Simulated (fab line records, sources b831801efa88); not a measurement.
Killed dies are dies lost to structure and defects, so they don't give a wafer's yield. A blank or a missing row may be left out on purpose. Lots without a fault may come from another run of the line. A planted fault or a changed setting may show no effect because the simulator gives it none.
Chamber matching | flow sky130 | SKY_PASSIVATION_CVD_02 on pecvd-01: 3 sister chambers
The step deposits Si3N4, target thk 540 nm. 24 wafers are shown with their chamber, then 12 later ones without.

WAFERS WITH THEIR CHAMBER
wafer  | chamber | heater_power_w (W)
L074.1 | 0       | 966
L074.3 | 1       | 763
L074.5 | 0       | 944
L075.1 | 2       | 763
L075.2 | 0       | 833
L075.3 | 1       | 763
L075.4 | 0       | 904
L075.5 | 1       | 774
L075.6 | 2       | 782
L078.4 | 0       | 927
L078.5 | 2       | 744
L078.6 | 1       | 656
L077.1 | 0       | 917
L077.2 | 2       | 769
L077.5 | 0       | 929
L079.1 | 1       | 686
L079.4 | 0       | 857
L079.5 | 1       | 697
L081.2 | 1       | 800
L081.4 | 1       | 633
L081.6 | 0       | 920
L084.2 | 2       | 756
L084.5 | 0       | 922
L084.6 | 2       | 756

SIGNATURES (means of the wafers above)
reading        | chamber 0 | chamber 1 | chamber 2 | scatter within a chamber
heater_power_w | 911.90    | 721.50    | 761.67    | 44.3
Rule: a wafer's distance from a chamber is the root of the sum, over the readings, of the square of ((its reading less the chamber's mean) divided by the reading's scatter). The wafer belongs to the nearest chamber; if the next one is less than 2 further off, it can't be placed. The scatter: the root of (the sum of the squares of (reading less its chamber's mean) over the shown wafers, divided by (wafers less chambers)).

WAFERS WITHOUT THEIR CHAMBER
wafer  | heater_power_w (W)
L090.1 | 807
L090.3 | 657
L090.6 | 633
L091.2 | 654
L091.3 | 727
L091.6 | 744
L093.1 | 932
L093.3 | 699
L093.4 | 761
L095.1 | 741
L095.3 | 800
L095.5 | 926

WHICH CHAMBER EACH WENT THROUGH
wafer  | from the rows above          | in truth
L090.1 | can't be placed: 2 or 1 or 0 | 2
L090.3 | can't be placed: 1 or 2      | 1
L090.6 | can't be placed: 1 or 2      | 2
L091.2 | can't be placed: 1 or 2      | 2
L091.3 | can't be placed: 1 or 2      | 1
L091.6 | can't be placed: 2 or 1      | 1
L093.1 | 0                            | 0
L093.3 | can't be placed: 1 or 2      | 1
L093.4 | can't be placed: 2 or 1      | 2
L095.1 | can't be placed: 1 or 2      | 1
L095.3 | can't be placed: 2 or 1 or 0 | 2
L095.5 | 0                            | 0
Placed correctly: 2 of 12. Can't be placed from these rows: 10 (the true chamber is among the candidates in 10). Placed wrongly: 0.
